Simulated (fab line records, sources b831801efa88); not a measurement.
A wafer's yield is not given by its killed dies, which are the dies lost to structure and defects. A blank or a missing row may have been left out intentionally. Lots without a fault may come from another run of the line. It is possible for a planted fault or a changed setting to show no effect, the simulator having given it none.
Which tool did it? -- flow sky130 -- 11 lots, 33 wafers sampled, at 6 steps of a route of 708

WHAT THE GAUGES READ, wafer by wafer
SKY_LDD_N_TW_MEAS_17.
lot,measured,on,LDD_N_TW
L857,day 17 21:47,film_metro-03,2566 2566 2561
L862,day 19 06:27,film_metro-02,2574 2597 2594
L861,day 19 09:12,film_metro-03,2574 2583 2578
L863,day 20 03:29,film_metro-03,2537 2533 2534
L867,day 21 12:16,film_metro-04,2517 2523 2518
L874,day 24 01:17,film_metro-02,2629 2610 2597
L876,day 24 19:08,film_metro-03,2565 2578 2574
L877,day 25 03:58,film_metro-02,2592 2598 2606
L878,day 25 11:58,film_metro-03,2569 2570 2571
L879,day 25 14:37,film_metro-02,2590 2588 2590
L880,day 25 19:17,film_metro-04,2578 2599 2608

SKY_LI_CONTACT_THK_MEAS_23: measures by xrf.
lot,measured,on,LI_CONTACT_W_THK (nm)
L857,day 29 06:28,film_metro-03,413 412 417
L862,day 30 12:39,film_metro-02,416 419 426
L861,day 30 16:33,film_metro-01,404 410 408
L863,day 31 10:54,film_metro-02,406 408 410
L867,day 32 13:04,film_metro-02,409 408 412
L874,day 34 21:51,film_metro-02,417 416 411
L876,day 35 10:08,film_metro-03,405 407 405
L877,day 35 17:07,film_metro-01,404 421 408
L878,day 36 01:59,film_metro-03,412 413 411
L879,day 36 04:19,film_metro-01,409 412 406
L880,day 36 08:13,film_metro-01,403 412 414

SKY_VIA1_BOW_MEAS_03.
lot,measured,on,VIA1_BOW (um)
L857,day 32 21:10,film_metro-01,90 68 82
L862,day 34 01:59,film_metro-02,72 88 72
L861,day 34 05:27,film_metro-03,65 78 76
L863,day 35 00:11,film_metro-02,82 80 77
L867,day 36 01:01,film_metro-02,85 79 78
L874,day 38 07:19,film_metro-01,74 87 72
L876,day 38 21:08,film_metro-03,87 85 83
L877,day 39 04:05,film_metro-01,83 84 85
L878,day 39 12:26,film_metro-02,72 82 83
L879,day 39 15:05,film_metro-01,71 72 82
L880,day 39 17:49,film_metro-02,89 93 79

WHAT TOOL EACH LOT RAN ON (gives the tool, then ch and the chambers of the sampled wafers, and finally the start)
lot,SKY_LDD_N_IMPLANT_10,SKY_LDD_N_STRIP_16,SKY_RES_XHIGH_STRIP_08
L857,"implanter-01 ch 0, day 17 20:48","plasma_asher-01 ch 0,1, day 17 21:40","plasma_asher-04 ch 0,1, day 26 18:56"
L862,"implanter-01 ch 0, day 19 05:28","plasma_asher-01 ch 0, day 19 06:20","plasma_asher-02 ch 0,1, day 28 01:26"
L861,"implanter-01 ch 0, day 19 08:14","plasma_asher-03 ch 0,1, day 19 09:07","plasma_asher-02 ch 0,1, day 28 05:43"
L863,"implanter-01 ch 0, day 20 02:31","plasma_asher-03 ch 0,1, day 20 03:23","plasma_asher-02 ch 0,1, day 29 00:59"
L867,"implanter-01 ch 0, day 21 11:16","plasma_asher-03 ch 0, day 21 12:10","plasma_asher-02 ch 0,1, day 30 04:08"
L874,"implanter-02 ch 0, day 24 00:18","plasma_asher-03 ch 0,1, day 24 01:10","plasma_asher-02 ch 0,1, day 32 14:35"
L876,"implanter-03 ch 0, day 24 18:08","plasma_asher-04 ch 0,1, day 24 19:02","plasma_asher-04 ch 0,1, day 33 03:17"
L877,"implanter-03 ch 0, day 25 02:58","plasma_asher-04 ch 0,1, day 25 03:52","plasma_asher-04 ch 0,1, day 33 09:29"
L878,"implanter-02 ch 0, day 25 10:58","plasma_asher-04 ch 0,1, day 25 11:52","plasma_asher-04 ch 0,1, day 33 18:47"
L879,"implanter-01 ch 0, day 25 13:37","plasma_asher-01 ch 0,1, day 25 14:31","plasma_asher-02 ch 0,1, day 33 21:05"
L880,"implanter-03 ch 0, day 25 18:19","plasma_asher-01 ch 0,1, day 25 19:11","plasma_asher-01 ch 0,1, day 34 01:47"
- SKY_LDD_N_IMPLANT_10
- SKY_LDD_N_STRIP_16: strips in O2/N2.
- SKY_RES_XHIGH_STRIP_08: strips in O2/N2.

AS READ BY THE TOOLS THEMSELVES (means over the sampled wafers that have a number; for cases with no such wafer, the mark the record gives instead)
SKY_LDD_N_IMPLANT_10.
lot,tool,dose_ions_cm2,faraday_current_uA,rotation_deg (degrees)
L857,implanter-01,7.500e+13,419,202.96
L862,implanter-01,7.492e+13,420,202.99
L861,implanter-01,7.508e+13,419,203.00
L863,implanter-01,4.500e+13,250,203.03
L867,implanter-01,4.495e+13,252,203.07
L874,implanter-02,7.508e+13,423,203.02
L876,implanter-03,7.505e+13,418,203.01
L877,implanter-03,7.508e+13,430,202.96
L878,implanter-02,7.505e+13,417,203.02
L879,implanter-01,7.503e+13,422,202.99
L880,implanter-03,7.499e+13,424,202.97

SKY_LDD_N_STRIP_16.
lot,tool,drypump_motor_current_A (A),oes_product_au (a.u.),strip_time_to_endpoint_s (s)
L857,plasma_asher-01,5.4,0.405,4.315
L862,plasma_asher-01,5.3,0.406,4.301
L861,plasma_asher-03,6.3,0.404,4.326
L863,plasma_asher-03,5.9,0.411,4.263
L867,plasma_asher-03,6.6,0.409,4.223
L874,plasma_asher-03,5.9,0.401,4.310
L876,plasma_asher-04,6.1,0.410,4.309
L877,plasma_asher-04,6.0,0.407,4.320
L878,plasma_asher-04,6.0,0.405,4.321
L879,plasma_asher-01,5.4,0.408,4.316
L880,plasma_asher-01,5.4,0.404,4.314

SKY_RES_XHIGH_STRIP_08.
lot,tool,drypump_motor_current_A (A),oes_product_au (a.u.),strip_time_to_endpoint_s (s)
L857,plasma_asher-04,6.0,0.715,14.24
L862,plasma_asher-02,5.6,0.711,14.28
L861,plasma_asher-02,5.4,0.717,14.24
L863,plasma_asher-02,5.6,0.715,14.22
L867,plasma_asher-02,5.4,0.708,14.22
L874,plasma_asher-02,5.6,0.711,14.29
L876,plasma_asher-04,6.0,0.717,14.33
L877,plasma_asher-04,6.1,0.711,14.31
L878,plasma_asher-04,6.0,0.710,14.26
L879,plasma_asher-02,5.6,0.709,14.36
L880,plasma_asher-01,5.5,0.713,14.26

THE ANSWER, worked out from the rows above alone
Rule: usual is defined by the lots themselves. Put in order of their means at a reading, lots are off if they are a third of the lots or fewer, leave a main group of 4 or more, and stand apart from it by a gap of 3 or more times the standard deviation of the main group's means; of several such gaps the widest counts. A main group whose means are all the same, to the digits that the tables above print for the reading, isn't used. Also off: a lot with no number at a reading for which 4 or more lots have one. All remaining lots with rows at the step are treated as sound. The gauges are gone through in route order, then the tools' own readings, and for those a lot's mean is taken as printed above. At the first step where some lot is off, the reading lying furthest off is the one used; lots without a number count as furthest.
Off at SKY_LDD_N_IMPLANT_10 (dose_ions_cm2): L863, L867. Mean 7.503e+13 and standard deviation 5e+10 in the main group.
A tool fits if, at that step or a process step before it, it ran every lot that is off, and no sound lot after the first of them. None of those tried fits.

WHAT THE SIMULATOR HAD INSERTED
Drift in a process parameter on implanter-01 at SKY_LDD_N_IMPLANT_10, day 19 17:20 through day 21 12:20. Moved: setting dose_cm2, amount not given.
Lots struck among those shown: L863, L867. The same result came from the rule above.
